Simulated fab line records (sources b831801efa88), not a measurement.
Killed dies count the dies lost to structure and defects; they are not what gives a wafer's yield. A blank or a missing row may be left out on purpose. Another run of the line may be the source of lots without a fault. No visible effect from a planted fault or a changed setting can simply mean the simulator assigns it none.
Chamber matching -- flow sfq line -- 4 sister chambers for SFQ_TRILAYER_I0_CMP_CMP_028 on cmp-02
The step polishes SiO2. 8 wafers are shown with their chamber, then 7 later ones without.

## WAFERS WITH THEIR CHAMBER
wafer,chamber,motor current A (A),time to endpoint s (s)
L374.3,1,9.7,214
L377.4,3,11.4,218
L377.3,2,9.0,212
L380.4,0,9.9,225
L380.1,3,11.1,209
L380.6,1,9.6,205
L382.1,0,9.6,221
L382.5,2,8.4,212

## WAFERS WHOSE CHAMBER IS MISSING
wafer,motor current A (A),time to endpoint s (s)
L382.6,9.5,220
L393.1,11.6,215
L393.2,9.8,218
L393.5,9.6,210
L395.1,8.5,205
L395.5,9.8,211
L395.6,9.8,231

## THE CHAMBER EACH PASSED THROUGH
wafer,from the rows above,in truth
L382.6,can't be placed: 0 or 1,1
L393.1,3,3
L393.2,can't be placed: 0 or 1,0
L393.5,1,1
L395.1,2,2
L395.5,can't be placed: 1 or 0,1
L395.6,0,0
Correctly placed: 4 of 7. Cannot be placed on the basis of these rows: 3; the candidates contain the true chamber in 3. Wrongly placed: 0.
How it was worked out, from the rows above alone: a wafer's distance from a chamber is the root of the sum, over the readings, of the square of ((its reading less the chamber's mean) divided by the reading's scatter). The wafer belongs to the nearest chamber; if the next one is less than 2 further off, it can't be placed. Each chamber's mean is taken over the wafers shown for it. How the scatter is found: for the shown wafers, subtract from each reading the mean of its chamber, square and add these, divide the total by (wafers less chambers), then take the root.
